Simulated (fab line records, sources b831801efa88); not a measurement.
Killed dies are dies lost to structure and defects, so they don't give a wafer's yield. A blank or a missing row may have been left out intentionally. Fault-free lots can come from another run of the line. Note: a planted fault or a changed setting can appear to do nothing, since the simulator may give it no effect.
A lot that was struck, set against a sound lot || flow sfqLine || 14 steps out of a route of 325
Sound: the wafers L865.3, L865.4, L865.6. Struck: wafers L875.1, L875.5, L875.6. Last of all comes the cause.
For every step that has rows: the tool of each side, followed by ch and its chambers, followed by its first start. Under that, the readings that differ: sound wafers || struck wafers || difference of the means || sigmas: that difference in standard deviations of wafers without a fault.
alike: readings with means less than 2 such deviations apart, plus words and numbers identical on both sides. not compared: withheld readings, readings lacking a value on some wafer, bounds such as >300 that could conceal the same value, and numbers that have no deviation in the record and whose values overlap.
The two part at a step that has a row with sigmas, a row that says differs or no value, or rows on one side only. Numbers that don't overlap but have no deviation are shown without sigmas and don't part them. A reading missing from all wafers of one side parts the sides only when that side holds two or more wafers.

first, 6 steps without rows for these wafers: SFQ_TRILAYER_M3_LITHO_COAT_080 (resist thk 62 nm); SFQ_TRILAYER_M3_LITHO_COAT_075 (resist thk 600 nm); SFQ_TRILAYER_M3_LITHO_SOFTBAKE_079; SFQ_TRILAYER_M3_LITHO_EXPOSE_076 (exposes mask M3, target cd 500 nm); SFQ_TRILAYER_M3_LITHO_PEB_078 (peb time 60 s); SFQ_TRILAYER_M3_LITHO_DEVELOP_077 (time 60 s).
SFQ_M3_OVL_MEAS_921:
  sound on overlay-02 at day 28 07:25; struck on overlay-02 at day 32 18:51
  alike: M3_OVL
SFQ_TRILAYER_M3_BARC_OPEN_METAL_ETCH_100: etches BARC in O2, target depth 125 nm, time 41.7 s.
  sound on rieMetal-03 ch 0,1, day 28 07:28; struck on rieMetal-04 ch 0,1, day 32 18:53
  alike: drypumpMotorCurrentA, oesProductAu
  not compared: rfHoursCounterH
SFQ_TRILAYER_M3_ETCH_METAL_ETCH_078: etches Nb in Cl2/Ar, stops on SiO2, target depth 240 nm, time 120 s.
  sound on rieMetal-03 ch 0,1, day 28 07:32; struck on rieMetal-04 ch 0,1, day 32 18:57
  alike: drypumpMotorCurrentA, oesProductAu
  not compared: rfHoursCounterH
SFQ_TRILAYER_M3_STRIP_STRIP_079: strips in O2.
  sound on rieMetal-03 ch 0,1, day 28 07:49; struck on rieMetal-04 ch 0,1, day 32 19:04
  alike: drypumpMotorCurrentA, oesProductAu
  not compared: rfHoursCounterH
then, 1 step without rows for these wafers: SFQ_TRILAYER_M3_STRIP_SOLV_CLEAN_080 (cleans in NMP, time 600 s).
SFQ_TRILAYER_I3_DEP_PECVD_081: deposits SiO2 from SiH4/N2O, time 111.11 s, target thk 500 nm.
  sound on pecvd-04 ch 1,2, day 28 08:24; struck on pecvd-01 ch 0,1, day 32 19:51
  alike: heaterPowerW, throttleValvePct
SFQ_TRILAYER_I3_CMP_CMP_082: polishes SiO2.
  sound on cmp-02 ch 1,2,3, day 28 14:41; struck on cmp-01 ch 1,2,3, day 33 18:17
{"reading": "headPressurePsi (psi)", "sound": "3.002 3.007 3.010", "struck": "3.767 3.773 3.765", "difference": "+0.762", "sigmas": "+99 or more"}
{"reading": "timeToEndpointS (s)", "sound": "209 216 220", "struck": "166 176 175", "difference": -43, "sigmas": -6}
  alike: edgeZonePressureFrac, motorCurrentA, platenRpm
SFQ_I3_BOW_MEAS_922:
  sound on filmMetro-04 at day 28 17:43; struck on filmMetro-02 at day 33 20:17
  alike: I3_BOW

## WHERE THEY PART
SFQ_TRILAYER_I3_CMP_CMP_082 only, going by this record. Later steps at which nothing parts them and some readings are alike: SFQ_I3_BOW_MEAS_922.

WHY: what the simulator had put in
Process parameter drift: cmp-01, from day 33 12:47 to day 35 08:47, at SFQ_TRILAYER_I3_CMP_CMP_082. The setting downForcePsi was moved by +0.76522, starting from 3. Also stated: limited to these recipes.
